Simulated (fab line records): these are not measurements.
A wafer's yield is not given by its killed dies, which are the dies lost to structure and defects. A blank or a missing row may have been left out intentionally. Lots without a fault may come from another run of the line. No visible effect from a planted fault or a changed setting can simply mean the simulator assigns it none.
Lot-split experiment :: flow gf180mcu :: route with 602 steps; 5 lots, 23 wafers read

## ON THE SPLIT
At GF_V3_SPUTTER_21 (material Ti, target thk 15 nm, time 80.02 s), the setting powerW was moved away from the recipe's 2500 W on 8 of the 23 wafers read, by -8.2% to +10.9%. All remaining wafers had this setting at the recipe value.

The reading comes from the split's own step.

## THE READING
Ti_of_V3_SPUTTER_21.thkNm (the simulator's own value, which no gauge read), in nm, at GF_V3_SPUTTER_21 (material Ti, target thk 15 nm, time 80.02 s). The file gives no usual value for it. Average 14.90 nm, standard deviation 0.16 nm, over the 15 wafers here run with the recipe.

wafer: L074.1
tool, chamber at the split: pvdSputter-01, -
powerW as run, W: 2336
against the recipe: -6.6%
Ti_of_V3_SPUTTER_21.thkNm, nm: 14.1
against lot-mates on the recipe: -0.95

wafer: L074.3
tool, chamber at the split: pvdSputter-01, -
powerW as run, W: 2500
against the recipe: recipe
Ti_of_V3_SPUTTER_21.thkNm, nm: 15.08
against lot-mates on the recipe: -

wafer: L074.4
tool, chamber at the split: pvdSputter-01, -
powerW as run, W: 2336
against the recipe: -6.6%
Ti_of_V3_SPUTTER_21.thkNm, nm: 13.9
against lot-mates on the recipe: -1.14

wafer: L074.5
tool, chamber at the split: pvdSputter-01, -
powerW as run, W: 2336
against the recipe: -6.6%
Ti_of_V3_SPUTTER_21.thkNm, nm: 13.91
against lot-mates on the recipe: -1.13

wafer: L074.6
tool, chamber at the split: pvdSputter-01, -
powerW as run, W: 2500
against the recipe: recipe
Ti_of_V3_SPUTTER_21.thkNm, nm: 15.01
against lot-mates on the recipe: -

wafer: L076.1
tool, chamber at the split: pvdSputter-01, -
powerW as run, W: 2294
against the recipe: -8.2%
Ti_of_V3_SPUTTER_21.thkNm, nm: 13.79
against lot-mates on the recipe: -1.24

wafer: L076.2
tool, chamber at the split: pvdSputter-01, -
powerW as run, W: 2500
against the recipe: recipe
Ti_of_V3_SPUTTER_21.thkNm, nm: 15
against lot-mates on the recipe: -

wafer: L076.3
tool, chamber at the split: pvdSputter-01, -
powerW as run, W: 2294
against the recipe: -8.2%
Ti_of_V3_SPUTTER_21.thkNm, nm: 13.72
against lot-mates on the recipe: -1.31

wafer: L076.5
tool, chamber at the split: pvdSputter-01, -
powerW as run, W: 2500
against the recipe: recipe
Ti_of_V3_SPUTTER_21.thkNm, nm: 15.1
against lot-mates on the recipe: -

wafer: L076.6
tool, chamber at the split: pvdSputter-01, -
powerW as run, W: 2500
against the recipe: recipe
Ti_of_V3_SPUTTER_21.thkNm, nm: 14.99
against lot-mates on the recipe: -

wafer: L078.1
tool, chamber at the split: pvdSputter-01, -
powerW as run, W: 2773
against the recipe: +10.9%
Ti_of_V3_SPUTTER_21.thkNm, nm: 16.37
against lot-mates on the recipe: +1.58

wafer: L078.2
tool, chamber at the split: pvdSputter-01, -
powerW as run, W: 2773
against the recipe: +10.9%
Ti_of_V3_SPUTTER_21.thkNm, nm: 16.42
against lot-mates on the recipe: +1.63

wafer: L078.5
tool, chamber at the split: pvdSputter-01, -
powerW as run, W: 2773
against the recipe: +10.9%
Ti_of_V3_SPUTTER_21.thkNm, nm: 16.42
against lot-mates on the recipe: +1.63

wafer: L078.3
tool, chamber at the split: pvdSputter-01, -
powerW as run, W: 2500
against the recipe: recipe
Ti_of_V3_SPUTTER_21.thkNm, nm: 14.8
against lot-mates on the recipe: -

wafer: L078.4
tool, chamber at the split: pvdSputter-01, -
powerW as run, W: 2500
against the recipe: recipe
Ti_of_V3_SPUTTER_21.thkNm, nm: 14.78
against lot-mates on the recipe: -

wafer: L079.1
tool, chamber at the split: pvdSputter-03, -
powerW as run, W: 2500
against the recipe: recipe
Ti_of_V3_SPUTTER_21.thkNm, nm: 14.8
against lot-mates on the recipe: -

wafer: L079.4
tool, chamber at the split: pvdSputter-03, -
powerW as run, W: 2500
against the recipe: recipe
Ti_of_V3_SPUTTER_21.thkNm, nm: 14.6
against lot-mates on the recipe: -

wafer: L079.6
tool, chamber at the split: pvdSputter-03, -
powerW as run, W: 2500
against the recipe: recipe
Ti_of_V3_SPUTTER_21.thkNm, nm: 14.61
against lot-mates on the recipe: -

wafer: L085.1
tool, chamber at the split: pvdSputter-02, -
powerW as run, W: 2500
against the recipe: recipe
Ti_of_V3_SPUTTER_21.thkNm, nm: 15.1
against lot-mates on the recipe: -

wafer: L085.2
tool, chamber at the split: pvdSputter-02, -
powerW as run, W: 2500
against the recipe: recipe
Ti_of_V3_SPUTTER_21.thkNm, nm: 14.92
against lot-mates on the recipe: -

wafer: L085.3
tool, chamber at the split: pvdSputter-02, -
powerW as run, W: 2500
against the recipe: recipe
Ti_of_V3_SPUTTER_21.thkNm, nm: 15.07
against lot-mates on the recipe: -

wafer: L085.4
tool, chamber at the split: pvdSputter-02, -
powerW as run, W: 2500
against the recipe: recipe
Ti_of_V3_SPUTTER_21.thkNm, nm: 14.85
against lot-mates on the recipe: -

wafer: L085.6
tool, chamber at the split: pvdSputter-02, -
powerW as run, W: 2500
against the recipe: recipe
Ti_of_V3_SPUTTER_21.thkNm, nm: 14.79
against lot-mates on the recipe: -

THE FIT
A straight line over all 23 wafers: Ti_of_V3_SPUTTER_21.thkNm changes by +0.139 nm for each +1% of powerW; r = +0.98; the points scatter about the line by 0.14 nm.
The same after taking each lot's own level away (the mean of its wafers on the recipe; 23 wafers): +0.153 nm for each +1%; r = +0.99; scatter 0.086 nm.
Per that fit: largest powerW move, reading shift of 1.7 nm.
Across the lots, their own levels run from 14.670 to 15.045 nm, a range of 2.3 times the standard deviation given above.
Consequently the slope shifts little with the lot-to-lot level, the two slopes agreeing.
Check: for one of the wafers moved furthest among these (+10.9%), held out of the fit, the line's prediction against its lot-mates is +1.67 nm. Against them it came out at +1.58 nm.

## OTHER SPLITS ON THESE WAFERS
Note: prior to the reading, these wafers also went through further splits. Each is held against what the fit with the lots' levels taken away leaves over:
other split on the same wafers: GF_M1_SPUTTER_04 powerW
wafers away from the commonest value: 5
r with Ti_of_V3_SPUTTER_21.thkNm (lot level and that fit taken away): +0.13

other split on the same wafers: GF_V1_CMP_04 leaveAboveRefNm
wafers away from the commonest value: 6
r with Ti_of_V3_SPUTTER_21.thkNm (lot level and that fit taken away): +0.34

other split on the same wafers: GF_V1_SOFTBAKE_10 tempC
wafers away from the commonest value: 5
r with Ti_of_V3_SPUTTER_21.thkNm (lot level and that fit taken away): +0.21

other split on the same wafers: GF_V2_COAT_09 resistThkNm
wafers away from the commonest value: 5
r with Ti_of_V3_SPUTTER_21.thkNm (lot level and that fit taken away): +0.01

other split on the same wafers: GF_V2_SOFTBAKE_10 tempC
wafers away from the commonest value: 9
r with Ti_of_V3_SPUTTER_21.thkNm (lot level and that fit taken away): +0.01

other split on the same wafers: GF_M3_SPUTTER_01 powerW
wafers away from the commonest value: 4
r with Ti_of_V3_SPUTTER_21.thkNm (lot level and that fit taken away): -0.60

other split on the same wafers: GF_M3_SPUTTER_04 powerW
wafers away from the commonest value: 5
r with Ti_of_V3_SPUTTER_21.thkNm (lot level and that fit taken away): +0.03

## THE FILE'S OWN FIT
Ti_of_V3_SPUTTER_21.thkNm changes by +0.153 nm for each +1% of powerW, r = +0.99.
